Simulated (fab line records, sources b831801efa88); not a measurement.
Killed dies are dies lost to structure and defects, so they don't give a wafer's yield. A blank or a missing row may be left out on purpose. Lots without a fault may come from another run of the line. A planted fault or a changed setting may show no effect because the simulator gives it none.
Chamber matching | flow gf180mcu | GF_SAB_ETCH_11 on rie_diel-02: 4 sister chambers
The step etches SiO2 in C4F8/O2/Ar, target depth 55 nm, time 8.5 s. 20 wafers are shown with their chamber, then 10 later ones without.

WAFERS WITH THEIR CHAMBER
wafer  | chamber | oes_product_au (a.u.)
L074.2 | 2       | 1.004
L074.4 | 3       | 1.008
L074.6 | 1       | 1.005
L075.1 | 1       | 1.015
L075.3 | 0       | 0.993
L075.6 | 1       | 1.006
L080.2 | 1       | 1.010
L080.4 | 2       | 1.020
L080.6 | 3       | 1.005
L081.1 | 1       | 1.015
L081.2 | 2       | 1.009
L081.5 | 0       | 1.003
L083.1 | 0       | 0.993
L083.4 | 3       | 0.995
L083.5 | 2       | 1.008
L084.1 | 3       | 0.995
L084.4 | 1       | 1.013
L084.5 | 0       | 1.000
L085.1 | 2       | 1.008
L085.2 | 0       | 0.997

SIGNATURES (means of the wafers above)
reading        | chamber 0 | chamber 1 | chamber 2 | chamber 3 | scatter within a chamber
oes_product_au | 0.99720   | 1.01067   | 1.00980   | 1.00075   | 0.00534
Rule: a wafer's distance from a chamber is the root of the sum, over the readings, of the square of ((its reading less the chamber's mean) divided by the reading's scatter). The wafer belongs to the nearest chamber; if the next one is less than 2 further off, it can't be placed. The scatter: the root of (the sum of the squares of (reading less its chamber's mean) over the shown wafers, divided by (wafers less chambers)).

WAFERS WITHOUT THEIR CHAMBER
wafer  | oes_product_au (a.u.)
L085.4 | 0.991
L087.3 | 1.011
L087.4 | 0.991
L087.5 | 0.984
L088.1 | 0.985
L088.3 | 1.002
L088.6 | 1.001
L095.1 | 0.997
L095.4 | 1.002
L095.6 | 1.008

WHICH CHAMBER EACH WENT THROUGH
wafer  | from the rows above               | in truth
L085.4 | can't be placed: 0 or 3           | 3
L087.3 | can't be placed: 1 or 2 or 3      | 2
L087.4 | can't be placed: 0 or 3           | 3
L087.5 | can't be placed: 0 or 3           | 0
L088.1 | can't be placed: 0 or 3           | 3
L088.3 | can't be placed: 3 or 0 or 2 or 1 | 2
L088.6 | can't be placed: 3 or 0 or 2 or 1 | 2
L095.1 | can't be placed: 0 or 3           | 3
L095.4 | can't be placed: 3 or 0 or 2 or 1 | 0
L095.6 | can't be placed: 2 or 1 or 3 or 0 | 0
Placed correctly: 0 of 10. Can't be placed from these rows: 10 (the true chamber is among the candidates in 10). Placed wrongly: 0.
